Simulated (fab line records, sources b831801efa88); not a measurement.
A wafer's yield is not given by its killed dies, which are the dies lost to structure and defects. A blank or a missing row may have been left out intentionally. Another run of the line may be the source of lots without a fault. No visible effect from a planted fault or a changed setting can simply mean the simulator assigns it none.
What tool caused it? :: flow gf180mcu :: route of 602 steps, sampled at 1 step: 6 lots, 18 wafers

WHAT THE GAUGES READ, wafer by wafer
GF_V4_THK_MEAS_25: measures by xrf.
lot: L681
measured: day 25 14:10
on: film-metro-02
V4_W_THK (nm): 361 366 361

lot: L685
measured: day 26 19:27
on: film-metro-02
V4_W_THK (nm): 364 366 364

lot: L689
measured: day 28 06:44
on: film-metro-02
V4_W_THK (nm): 363 361 365

lot: L691
measured: day 28 17:24
on: film-metro-03
V4_W_THK (nm): 359 359 360

lot: L695
measured: day 30 00:43
on: film-metro-03
V4_W_THK (nm): 359 362 359

lot: L698
measured: day 30 17:44
on: film-metro-02
V4_W_THK (nm): 359 362 366

WHICH TOOL RAN EACH LOT (tool, then ch and the chambers of the sampled wafers, then the start)
The record shows no process step preceding these readings.

THE ANSWER, worked out from the rows above alone
Rule: the lots themselves supply what counts as usual. Put in order of their means at a reading, lots are off if they are a third of the lots or fewer, leave a main group of 4 or more, and stand apart from it by a gap of 3 or more times the standard deviation of the main group's means; of several such gaps the widest counts. If all means in a main group match to the digits the tables above print for the reading, that group is not used. Also off: a lot with no number at a reading for which 4 or more lots have one. The other lots that the step has rows for count as sound.
Nothing can be told from this: no lot is off at any reading shown.

WHAT THE SIMULATOR HAD INSERTED
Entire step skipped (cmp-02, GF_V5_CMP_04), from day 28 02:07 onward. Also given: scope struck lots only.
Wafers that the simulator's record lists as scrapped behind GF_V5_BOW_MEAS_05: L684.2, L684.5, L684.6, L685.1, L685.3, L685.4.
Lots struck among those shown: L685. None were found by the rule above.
